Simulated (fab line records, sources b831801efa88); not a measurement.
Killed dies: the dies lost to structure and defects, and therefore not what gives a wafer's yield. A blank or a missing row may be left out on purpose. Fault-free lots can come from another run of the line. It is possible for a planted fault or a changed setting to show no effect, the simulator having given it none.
fab line records | flow sky130
record lots=13 | wafers=39 | last-day=50
route steps=708 shown FIELD_ISO@16 LDD_N@249 CONTACT@410
lots that met no fault: from a run of the same line without faults
start-h: hours from the record's first day to the start of the lot's first wafer shown | wait-h: hours elapsed since this lot's preceding step | " same as the row above | L1.1+2: a single row standing in for several wafers | - no value, or no start given | * or withheld: withheld | < > ~ a bound
route shown NAME@n: a module of which the file shows steps, and the number in the route of the first | usual: mean/standard deviation taken from wafers without a fault | same: alike in all rows | chamber/n: place in a boat | sites: per-site readings | _std_site: the standard deviation of these | _edge_site: outer sites' mean less inner sites' | radius-mm: for every site, how far away it sits from the centre of the wafer | mask NAME#n: copy n | behind: tool/chamber where the wafer was last shaped | hold: cause of the lot's hold/its duration in hours/its outcome | device: which transistor (n, p or np) failed to switch | end of line: the same wafers' tests at the end of the route | a step given without rows: its recipe and nothing more | killed: dies that structure and defects cost at the first sort, which is not the same as the wafer's yield | map: per-die view of a wafer (x killed, . not killed, _ where there is no die)
set.NAME: the setting that was run; set.NAME@STEP: the one run at that earlier step | model.NAME: the simulator's own value behind a step, which no gauge read
one table for each step of the route and one row for each wafer, over a sample of lots
services: when a tool's chamber went out of use (start-h, in hours from the record's first day, below 0 if earlier), for how many hours, and the reason
## steps
# step SKY_FIELD_ISO_ETCH_15
# recipe chemistry=CHF3/O2 | target-depth-nm=180 | stop-on=Si | source-w=600 | bias-w=200 | pressure-mtorr=40 | chf3-flow-sccm=50 | O2_flow_sccm=5 | time-s=72
# usual bias-w=200.0/0.53 | drypump-motor-current-A=5.8/0.36 | oes-product-au=0.947/0.0064 | throttle-valve-pct=8.843/0.009
lot.wafer | tool        | chamber | start-h | wait-h | bias-w | drypump-motor-current-A | oes-product-au | rf-hours-counter-h | throttle-valve-pct
L261.1    | rie-diel-02 | 0       | 28.44   | 0.0    | 199.6  | 6.2                     | 0.954          | 143                | 8.846
L261.2    | "           | 3       | "       | "      | 199.4  | 5.7                     | 0.952          | 166                | 8.844
L261.3    | "           | 2       | "       | "      | 200.0  | 6.1                     | 0.954          | 34                 | 8.835
L262.1    | rie-diel-03 | 3       | 31.54   | 0.0    | 198.6  | 5.3                     | 0.949          | 1                  | 8.830
L262.4    | "           | 0       | "       | "      | 200.6  | 5.8                     | 0.950          | 106                | 8.846
L262.5    | "           | 1       | "       | "      | 199.8  | 5.6                     | 0.942          | -                  | 8.835
L263.4    | rie-diel-02 | 0       | 38.74   | 0.0    | 199.8  | 6.2                     | 0.957          | 144                | 8.833
L263.5    | "           | 3       | "       | "      | 200.1  | 5.7                     | 0.959          | -                  | 8.856
L263.6    | "           | 2       | "       | "      | 199.8  | 6.1                     | 0.953          | -                  | 8.859
L266.1    | rie-diel-04 | 3       | 57.08   | 0.0    | 200.1  | 5.8                     | 0.938          | 7                  | 8.851
L266.3    | "           | 1       | "       | "      | 200.9  | 5.9                     | 0.949          | 7                  | 8.847
L266.4    | "           | 2       | "       | "      | 200.8  | 6.4                     | 0.943          | 81                 | 8.839
L269.1    | rie-diel-03 | 0       | 69.22   | 0.0    | 199.9  | 5.8                     | 0.953          | 107                | 8.847
L269.3    | "           | 2       | "       | "      | 199.9  | 5.3                     | 0.955          | 141                | 8.840
L269.5    | "           | 1       | "       | "      | 200.8  | 5.5                     | 0.960          | -                  | 8.841
L271.2    | rie-diel-04 | 0       | 83.16   | 0.0    | 199.3  | 5.8                     | 0.948          | 13                 | 8.836
L271.3    | "           | 2       | "       | "      | 199.3  | 6.4                     | 0.955          | 81                 | 8.844
L271.4    | "           | 3       | "       | "      | 201.3  | 5.8                     | 0.951          | 7                  | 8.856
L273.1    | rie-diel-03 | 0       | 92.16   | 0.0    | 199.6  | 5.8                     | 0.940          | 107                | 8.840
L273.3    | "           | 3       | "       | "      | 200.3  | 5.3                     | 0.947          | 2                  | 8.835
L273.6    | "           | 1       | "       | "      | 200.8  | 5.5                     | 0.948          | -                  | 8.855
L275.2    | rie-diel-02 | 1       | 102.24  | 0.0    | 199.5  | 5.2                     | 0.952          | 83                 | 8.858
L275.4    | "           | 0       | "       | "      | 200.0  | 6.2                     | 0.939          | -                  | 8.860
L275.6    | "           | 2       | "       | "      | 199.5  | 6.1                     | 0.934          | -                  | 8.841
L278.1    | rie-diel-04 | 0       | 116.54  | 0.0    | 200.0  | 5.9                     | 0.940          | 13                 | 8.833
L278.3    | "           | 2       | "       | "      | 199.8  | 6.4                     | 0.947          | 82                 | 8.834
L278.4    | "           | 1       | "       | "      | 200.6  | 5.9                     | 0.956          | 8                  | 8.851
L279.1    | rie-diel-02 | 2       | 123.54  | 0.0    | 199.9  | 6.1                     | 0.945          | 36                 | 8.837
L279.2    | "           | 3       | "       | "      | 199.7  | 5.6                     | 0.948          | 0                  | 8.847
L279.6    | "           | 0       | "       | "      | 199.5  | 6.2                     | 0.942          | -                  | 8.845
L280.3    | rie-diel-04 | 0       | 126.96  | 0.0    | 200.3  | 5.8                     | 0.944          | 13                 | 8.837
L280.4    | "           | 3       | "       | "      | 199.4  | 5.7                     | 0.945          | 8                  | 8.823
L280.5    | "           | 0       | "       | "      | 199.7  | 5.8                     | 0.947          | -                  | 8.846
L281.2    | rie-diel-04 | 3       | 133.21  | 0.0    | 199.3  | 5.7                     | 0.944          | 8                  | 8.842
L281.4    | "           | 2       | "       | "      | 199.5  | 6.4                     | 0.934          | 82                 | 8.846
L281.5    | "           | 1       | "       | "      | 199.6  | 5.9                     | 0.940          | -                  | 8.840
L283.2    | rie-diel-03 | 1       | 143.94  | 0.0    | 199.4  | 5.6                     | 0.939          | 25                 | 8.845
L283.3    | "           | 2       | "       | "      | 199.0  | 5.3                     | 0.948          | 142                | 8.848
L283.4    | "           | 3       | "       | "      | 200.2  | 5.3                     | 0.946          | 2                  | 8.839
# step SKY_LDD_N_IMPLANT_12
# recipe species=BF2 | energy-kev=50 | dose-cm2=5e+12 | tilt-deg=30 | rotation-deg=0
# usual faraday-current-uA=28.2/0.52 | tilt-deg=30.002/0.023
lot.wafer | tool         | chamber | start-h | wait-h | faraday-current-uA | tilt-deg
L261.1    | implanter-04 | 0       | 414.08  | 0.1    | 28.5               | 29.990
L261.2    | "            | 0       | "       | "      | 29.2               | 29.997
L261.3    | "            | 0       | "       | "      | 29.1               | 29.993
L262.1    | implanter-02 | 0       | 414.21  | 0.1    | 27.8               | 30.011
L262.4    | "            | 0       | "       | "      | 28.7               | 29.992
L262.5    | "            | 0       | "       | "      | 28.3               | 30.017
L263.4    | implanter-02 | 0       | 420.43  | 0.1    | 28.5               | 29.972
L263.5    | "            | 0       | "       | "      | 27.1               | 29.984
L263.6    | "            | 0       | "       | "      | 27.4               | 29.988
L266.1    | implanter-01 | 0       | 454.73  | 0.1    | 29.2               | 29.967
L266.3    | "            | 0       | "       | "      | 27.5               | 30.023
L266.4    | "            | 0       | "       | "      | 29.0               | 30.000
L269.1    | implanter-01 | 0       | 477.13  | 0.1    | 28.0               | 0.029
L269.3    | "            | 0       | "       | "      | 28.0               | 0.019
L269.5    | "            | 0       | "       | "      | 28.0               | 0.000
L271.2    | implanter-04 | 0       | 503.06  | 0.1    | 28.7               | 29.994
L271.3    | "            | 0       | "       | "      | 28.2               | 29.977
L271.4    | "            | 0       | "       | "      | 28.2               | 29.983
L273.1    | implanter-01 | 0       | 518.33  | 0.1    | 27.3               | 0.002
L273.3    | "            | 0       | "       | "      | 29.0               | 0.008
L273.6    | "            | 0       | "       | "      | 28.0               | -0.002
L275.2    | implanter-02 | 0       | 530.43  | 0.1    | 28.3               | 29.970
L275.4    | "            | 0       | "       | "      | 29.0               | 29.953
L275.6    | "            | 0       | "       | "      | 28.4               | 29.977
L278.1    | implanter-04 | 0       | 555.01  | 0.1    | 28.9               | 29.974
L278.3    | "            | 0       | "       | "      | 29.0               | 29.980
L278.4    | "            | 0       | "       | "      | 28.2               | 29.973
L279.1    | implanter-01 | 0       | 568.56  | 0.1    | 27.7               | 30.003
L279.2    | "            | 0       | "       | "      | 28.0               | 30.004
L279.6    | "            | 0       | "       | "      | 27.7               | 30.002
L280.3    | implanter-04 | 0       | 573.76  | 0.1    | 28.4               | 30.051
L280.4    | "            | 0       | "       | "      | 27.3               | 30.029
L280.5    | "            | 0       | "       | "      | 28.9               | 30.042
L281.2    | implanter-04 | 0       | 578.46  | 0.1    | 28.1               | 30.035
L281.4    | "            | 0       | "       | "      | 28.2               | 29.977
L281.5    | "            | 0       | "       | "      | 28.7               | 30.016
L283.2    | implanter-01 | 0       | 594.66  | 0.1    | 28.6               | 29.990
L283.3    | "            | 0       | "       | "      | 27.9               | 29.984
L283.4    | "            | 0       | "       | "      | 28.6               | 29.965
# step SKY_CONTACT_CMP_04
# recipe material=SiO2 | down-force-psi=4 | platen-rpm=60 | pad-velocity-m-s=0.94248
# usual motor-current-A=11.9/1.6 | retaining-ring-pressure-frac=1.000/0.0047 | time-to-endpoint-s=81/5.3
lot.wafer | tool   | chamber | start-h | wait-h | motor-current-A | retaining-ring-pressure-frac | time-to-endpoint-s
L261.2    | cmp-02 | 3       | 713.39  | 0.1    | 9.1             | 0.996                        | 79
L261.3    | "      | 1       | "       | "      | 13.2            | 1.006                        | 90
L261.1    | "      | 2       | "       | "      | 14.5            | 1.006                        | 81
L262.4    | cmp-02 | 1       | 718.06  | 0.0    | 13.2            | 0.994                        | 89
L262.1    | "      | 3       | "       | "      | 9.2             | 0.997                        | 80
L262.5    | "      | 1       | "       | "      | 13.2            | 1.008                        | 86
L263.4    | cmp-01 | 2       | 723.44  | 0.7    | 12.1            | 0.998                        | 83
L263.5    | "      | 0       | "       | "      | 11.7            | 1.003                        | 85
L263.6    | "      | 1       | "       | "      | 12.0            | 0.997                        | 82
L266.4    | cmp-02 | 2       | 751.48  | 0.0    | 14.0            | 1.015                        | 79
L266.3    | "      | 3       | "       | "      | 9.4             | 0.997                        | 81
L266.1    | "      | 0       | "       | "      | 10.9            | 0.992                        | 78
L269.3    | cmp-02 | 3       | 771.72  | 0.0    | 9.1             | 1.007                        | 79
L269.1    | "      | 2       | "       | "      | 14.1            | 1.001                        | 83
L269.5    | "      | 3       | "       | "      | 8.7             | 0.999                        | 82
L271.2    | cmp-02 | 3       | 796.54  | 0.0    | 9.3             | 1.002                        | 77
L271.3    | "      | 1       | "       | "      | 12.7            | 1.004                        | 87
L271.4    | "      | 2       | "       | "      | 14.1            | 1.005                        | 83
L273.3    | cmp-02 | 1       | 807.31  | 0.0    | 13.5            | 0.989                        | 85
L273.1    | "      | 3       | "       | "      | 8.8             | 1.001                        | 81
L273.6    | "      | 1       | "       | "      | 13.1            | 0.987                        | 88
L275.2    | cmp-02 | 2       | 821.97  | 0.1    | 14.2            | 1.003                        | 81
L275.4    | "      | 0       | "       | "      | 10.9            | 0.997                        | 77
L275.6    | "      | 2       | "       | "      | 14.0            | 1.004                        | 82
L278.4    | cmp-02 | 1       | 842.18  | 0.0    | 13.1            | 1.008                        | 90
L278.1    | "      | 2       | "       | "      | 13.6            | 0.995                        | 83
L278.3    | "      | 0       | "       | "      | 10.8            | 0.993                        | 81
L279.1    | cmp-01 | 0       | 854.21  | 0.1    | 11.6            | 1.007                        | 84
L279.2    | "      | 2       | "       | "      | 11.6            | 0.998                        | 80
L279.6    | "      | 1       | "       | "      | 12.3            | 1.000                        | 76
L280.4    | cmp-02 | 3       | 858.43  | 0.0    | 9.3             | 0.999                        | 75
L280.3    | "      | 0       | "       | "      | 11.2            | 1.000                        | 81
L280.5    | "      | 3       | "       | "      | 9.8             | 1.000                        | 79
L281.2    | cmp-02 | 1       | 859.26  | 0.0    | 12.8            | 0.991                        | 93
L281.4    | "      | 2       | "       | "      | 14.2            | 1.004                        | 83
L281.5    | "      | 2       | "       | "      | 14.3            | 0.996                        | 85
L283.3    | cmp-01 | 0       | 876.32  | 0.0    | 11.8            | 1.009                        | 75
L283.2    | "      | 2       | "       | "      | 11.5            | 0.992                        | 75
L283.4    | "      | 3       | "       | "      | 12.7            | 0.999                        | 78
# step SKY_CONTACT_OVL_MEAS_15
# usual CONTACT_OVL=4/5.1
lot.wafer | tool       | chamber | start-h | wait-h | CONTACT_OVL[nm]
L261.1    | overlay-02 | -       | 741.85  | 0.1    | -2
L261.2    | "          | -       | "       | "      | 6
L261.3    | "          | -       | "       | "      | 1
L262.1    | overlay-01 | -       | 746.39  | 0.1    | 11
L262.4    | "          | -       | "       | "      | 10
L262.5    | "          | -       | "       | "      | 10
L263.4    | overlay-02 | -       | 750.76  | 0.1    | 6
L263.5    | "          | -       | "       | "      | 5
L263.6    | "          | -       | "       | "      | 6
L266.1    | overlay-01 | -       | 778.72  | 0.1    | 7
L266.3    | "          | -       | "       | "      | 12
L266.4    | "          | -       | "       | "      | 0
L269.1    | overlay-02 | -       | 799.32  | 0.1    | 3
L269.3    | "          | -       | "       | "      | 1
L269.5    | "          | -       | "       | "      | 11
L271.2    | overlay-01 | -       | 822.97  | 0.1    | 10
L271.3    | "          | -       | "       | "      | 7
L271.4    | "          | -       | "       | "      | 17
L273.1    | overlay-01 | -       | 833.34  | 0.1    | -4
L273.3    | "          | -       | "       | "      | 3
L273.6    | "          | -       | "       | "      | -3
L275.2    | overlay-01 | -       | 849.05  | 0.1    | 5
L275.4    | "          | -       | "       | "      | 1
L275.6    | "          | -       | "       | "      | 4
L278.1    | overlay-02 | -       | 868.49  | 0.1    | -4
L278.3    | "          | -       | "       | "      | 4
L278.4    | "          | -       | "       | "      | 8
L279.1    | overlay-02 | -       | 880.88  | 0.1    | 6
L279.2    | "          | -       | "       | "      | 2
L279.6    | "          | -       | "       | "      | 6
L280.3    | overlay-02 | -       | 885.10  | 0.1    | -7
L280.4    | "          | -       | "       | "      | -3
L280.5    | "          | -       | "       | "      | -3
L281.2    | overlay-01 | -       | 886.67  | 0.1    | 0
L281.4    | "          | -       | "       | "      | 1
L281.5    | "          | -       | "       | "      | -1
L283.2    | overlay-01 | -       | 902.92  | 0.1    | 10
L283.3    | "          | -       | "       | "      | 11
L283.4    | "          | -       | "       | "      | 12
## services
tool         | chamber | start-h | hours | kind
implanter-04 | -       | 9.87    | 1.5   | repair
rie-diel-04  | 1       | 21.43   | 5.7   | repair
rie-diel-04  | -       | 32.10   | 0.5   | repair
implanter-01 | -       | 39.08   | 2.9   | pm
cmp-02       | -       | 64.00   | 4.0   | pm
implanter-04 | -       | 64.61   | 3.6   | repair
implanter-01 | -       | 76.73   | 4.2   | repair
implanter-01 | -       | 97.31   | 6.0   | pm
cmp-02       | -       | 111.57  | 9.0   | pm
rie-diel-04  | -       | 121.40  | 4.3   | pm
implanter-01 | -       | 122.35  | 2.2   | repair
cmp-02       | -       | 128.13  | 2.9   | repair
implanter-04 | -       | 133.73  | 3.0   | repair
cmp-02       | -       | 336.57  | 2.5   | repair
cmp-02       | -       | 352.24  | 3.2   | pm
cmp-02       | -       | 357.04  | 5.0   | pm
cmp-02       | -       | 404.00  | 4.0   | pm
cmp-02       | -       | 519.97  | 22.3  | repair
cmp-02       | -       | 665.49  | 1.0   | repair
cmp-02       | -       | 707.97  | 1.5   | repair
cmp-02       | -       | 721.24  | 4.8   | pm
cmp-02       | -       | 744.00  | 4.0   | pm
cmp-02       | -       | 801.44  | 4.4   | repair
cmp-02       | -       | 852.12  | 1.7   | repair
## key
first-sign step=SKY_LDD_N_IMPLANT_12 | reading=tilt-deg | direction=down | sigmas=99+ | usual=* | struck=*
effect none on later readings
met-at SKY_LDD_N_IMPLANT_12
struck-lots L269,L273
tester-left-out L269,L273
not-acting-at SKY_FIELD_ISO_ETCH_15,SKY_CONTACT_CMP_04,SKY_CONTACT_OVL_MEAS_15
onset-between 454.73 477.13
fault kind=process-parameter-drift | tool=implanter-01 | chamber=- | onset-h=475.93 | steps=SKY_LDD_N_IMPLANT_12 | channel=tilt-deg | offset=* | shape=step | end-h=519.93 | acts-in=* | stated=*
# tester-left-out: of these lots the tester's yield and bins aren't shown, on N5 and GAA mostly nor the transistor test; their killed dies are dies lost to structure and defects alone, not to doping, threshold or leakage, so they don't give the yield
